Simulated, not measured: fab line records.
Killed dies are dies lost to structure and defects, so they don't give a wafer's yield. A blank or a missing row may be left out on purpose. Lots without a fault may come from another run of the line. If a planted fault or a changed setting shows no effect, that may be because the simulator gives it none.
Check of tool commonality || flow sky130 || 13 lots and 39 wafers in the sample

== REASON FOR OPENING ==
1 of 13 lots carry a flag on the reading DNWELL_TW at SKY_DNWELL_TW_MEAS_09. Fault-free wafers read 1115, with a standard deviation of 8.4.
Rule: a lot is flagged in two cases, either no wafer of it has a number, or all its wafers with numbers fall more than 4 standard deviations from that mean. All remaining lots are regarded as sound.

{"lot": "L876", "measured": "day 3 09:04", "on": "film-metro-01", "DNWELL_TW, wafer by wafer": "1120 1117 1127", "flag": ""}
{"lot": "L877", "measured": "day 3 16:35", "on": "film-metro-01", "DNWELL_TW, wafer by wafer": "1125 1124 1132", "flag": ""}
{"lot": "L879", "measured": "day 4 03:18", "on": "film-metro-02", "DNWELL_TW, wafer by wafer": "1117 1113 1110", "flag": ""}
{"lot": "L880", "measured": "day 4 07:26", "on": "film-metro-02", "DNWELL_TW, wafer by wafer": "1124 1119 1112", "flag": ""}
{"lot": "L881", "measured": "day 4 13:39", "on": "film-metro-02", "DNWELL_TW, wafer by wafer": "30 30 30", "flag": "FLAGGED"}
{"lot": "L890", "measured": "day 6 15:16", "on": "film-metro-01", "DNWELL_TW, wafer by wafer": "1111 1108 1115", "flag": ""}
{"lot": "L891", "measured": "day 6 20:09", "on": "film-metro-01", "DNWELL_TW, wafer by wafer": "1119 1124 1123", "flag": ""}
{"lot": "L892", "measured": "day 6 23:10", "on": "film-metro-01", "DNWELL_TW, wafer by wafer": "1111 1109 1116", "flag": ""}
{"lot": "L893", "measured": "day 7 08:47", "on": "film-metro-02", "DNWELL_TW, wafer by wafer": "1106 1106 1108", "flag": ""}
{"lot": "L894", "measured": "day 7 14:18", "on": "film-metro-01", "DNWELL_TW, wafer by wafer": "1103 1104 1104", "flag": ""}
{"lot": "L895", "measured": "day 7 17:41", "on": "film-metro-02", "DNWELL_TW, wafer by wafer": "1104 1107 1104", "flag": ""}
{"lot": "L896", "measured": "day 7 20:29", "on": "film-metro-02", "DNWELL_TW, wafer by wafer": "1108 1111 1120", "flag": ""}
{"lot": "L897", "measured": "day 8 07:56", "on": "film-metro-03", "DNWELL_TW, wafer by wafer": "1122 1123 1117", "flag": ""}
On average the flagged lots read 30, which is -1085 against the usual, or -99 or more standard deviations.

== WHICH TOOL RAN EACH LOT ==
The record keeps 1 process step preceding the reading, out of 708 steps on the route. Each cell gives the tool, then ch followed by the chambers the sampled wafers passed through, then the start.
{"lot": "L876", "flag": "", "SKY_DNWELL_EXPOSE_04": "iline-stepper-01 ch 0, day 3 01:26"}
{"lot": "L877", "flag": "", "SKY_DNWELL_EXPOSE_04": "iline-stepper-02 ch 0, day 3 08:34"}
{"lot": "L879", "flag": "", "SKY_DNWELL_EXPOSE_04": "iline-stepper-01 ch 0, day 3 18:50"}
{"lot": "L880", "flag": "", "SKY_DNWELL_EXPOSE_04": "iline-stepper-02 ch 0, day 3 22:49"}
{"lot": "L881", "flag": "FLAGGED", "SKY_DNWELL_EXPOSE_04": "iline-stepper-02 ch 0, day 4 05:46"}
{"lot": "L890", "flag": "", "SKY_DNWELL_EXPOSE_04": "iline-stepper-02 ch 0, day 6 05:51"}
{"lot": "L891", "flag": "", "SKY_DNWELL_EXPOSE_04": "iline-stepper-01 ch 0, day 6 10:15"}
{"lot": "L892", "flag": "", "SKY_DNWELL_EXPOSE_04": "iline-stepper-01 ch 0, day 6 13:03"}
{"lot": "L893", "flag": "", "SKY_DNWELL_EXPOSE_04": "iline-stepper-01 ch 0, day 6 23:35"}
{"lot": "L894", "flag": "", "SKY_DNWELL_EXPOSE_04": "iline-stepper-02 ch 0, day 7 03:46"}
{"lot": "L895", "flag": "", "SKY_DNWELL_EXPOSE_04": "iline-stepper-02 ch 0, day 7 07:35"}
{"lot": "L896", "flag": "", "SKY_DNWELL_EXPOSE_04": "iline-stepper-02 ch 0, day 7 10:24"}
{"lot": "L897", "flag": "", "SKY_DNWELL_EXPOSE_04": "iline-stepper-01 ch 0, day 7 22:34"}
These steps, and what they do:
- SKY_DNWELL_EXPOSE_04: exposes mask DNM, target cd 3000 nm.
- SKY_DNWELL_TW_MEAS_09

== FLAGGED AGAINST TOTAL, ONE TOOL AT A TIME (gauges that did the reading follow at the end) ==
{"step": "SKY_DNWELL_EXPOSE_04", "tool": "iline-stepper-01", "lots run": 6, "flagged": 0, "share of the flagged lots": "none", "sound lots run after its first flagged lot": "-"}
{"step": "SKY_DNWELL_EXPOSE_04", "tool": "iline-stepper-02", "lots run": 7, "flagged": 1, "share of the flagged lots": "all", "sound lots run after its first flagged lot": "4 (L890,L894,L895,L896)"}
{"step": "SKY_DNWELL_TW_MEAS_09", "tool": "film-metro-01", "lots run": 6, "flagged": 0, "share of the flagged lots": "none", "sound lots run after its first flagged lot": "-"}
{"step": "SKY_DNWELL_TW_MEAS_09", "tool": "film-metro-02", "lots run": 6, "flagged": 1, "share of the flagged lots": "all", "sound lots run after its first flagged lot": "3 (L893,L895,L896)"}
{"step": "SKY_DNWELL_TW_MEAS_09", "tool": "film-metro-03", "lots run": 1, "flagged": 0, "share of the flagged lots": "none", "sound lots run after its first flagged lot": "-"}

== WHAT IS ALLOWED BY THE TABLE ==
Every flagged lot went through 2 rows of the table: iline-stepper-02 at SKY_DNWELL_EXPOSE_04 and film-metro-02 at SKY_DNWELL_TW_MEAS_09.
- iline-stepper-02 at SKY_DNWELL_EXPOSE_04: 1 of its 7 lots flagged. After the first flagged lot (L890, L894, L895, L896), sound lots still ran on it; a lasting fault on the whole tool would not permit that.
- film-metro-02 at SKY_DNWELL_TW_MEAS_09: 1 of its 6 lots flagged. After the first flagged lot (L893, L895, L896), sound lots still ran on it; a lasting fault on the whole tool would not permit that.
There is no row in the table that ran each flagged lot and no sound lot after the first.

== WHAT THE SIMULATOR PUT IN ==
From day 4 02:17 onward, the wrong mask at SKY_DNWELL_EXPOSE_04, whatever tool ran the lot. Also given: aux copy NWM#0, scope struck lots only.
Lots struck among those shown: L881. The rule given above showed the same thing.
